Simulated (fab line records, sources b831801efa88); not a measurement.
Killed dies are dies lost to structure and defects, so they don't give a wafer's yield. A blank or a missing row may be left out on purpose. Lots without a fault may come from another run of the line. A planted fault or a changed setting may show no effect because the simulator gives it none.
Chamber matching | flow sky130 | SKY_SONOS_ONO_ETCH_15 on rie_diel-01: 4 sister chambers
The step etches the open film in CHF3/O2, target depth 19.52 nm, time 7.8 s. 8 wafers are shown with their chamber, then 9 later ones without.

WAFERS WITH THEIR CHAMBER
wafer  | chamber | drypump_motor_current_A (A) | oes_product_au (a.u.)
L084.2 | 0       | 5.7                         | 1.006
L086.6 | 1       | 5.4                         | 1.006
L089.3 | 2       | 5.6                         | 1.010
L089.5 | 0       | 5.7                         | 0.999
L089.6 | 3       | 6.0                         | 0.983
L091.1 | 1       | 5.4                         | 1.015
L091.5 | 3       | 6.0                         | 0.995
L091.6 | 2       | 5.7                         | 0.997

WAFERS WITHOUT THEIR CHAMBER
wafer  | drypump_motor_current_A (A) | oes_product_au (a.u.)
L092.1 | 5.7                         | 0.999
L092.3 | 5.6                         | 1.000
L092.4 | 5.4                         | 1.005
L093.3 | 5.7                         | 1.017
L093.4 | 5.4                         | 0.996
L093.6 | 5.4                         | 0.998
L094.3 | 5.4                         | 1.015
L094.4 | 5.7                         | 1.010
L094.6 | 5.7                         | 1.008

WHICH CHAMBER EACH WENT THROUGH
wafer  | from the rows above     | in truth
L092.1 | can't be placed: 0 or 2 | 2
L092.3 | can't be placed: 2 or 0 | 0
L092.4 | 1                       | 1
L093.3 | can't be placed: 0 or 2 | 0
L093.4 | 1                       | 1
L093.6 | 1                       | 1
L094.3 | 1                       | 1
L094.4 | can't be placed: 0 or 2 | 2
L094.6 | can't be placed: 0 or 2 | 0
Placed correctly: 4 of 9. Can't be placed from these rows: 5 (the true chamber is among the candidates in 5). Placed wrongly: 0.
How it was worked out, from the rows above alone: a wafer's distance from a chamber is the root of the sum, over the readings, of the square of ((its reading less the chamber's mean) divided by the reading's scatter). The wafer belongs to the nearest chamber; if the next one is less than 2 further off, it can't be placed. A chamber's mean is the mean of its shown wafers. The scatter: the root of (the sum of the squares of (reading less its chamber's mean) over the shown wafers, divided by (wafers less chambers)).
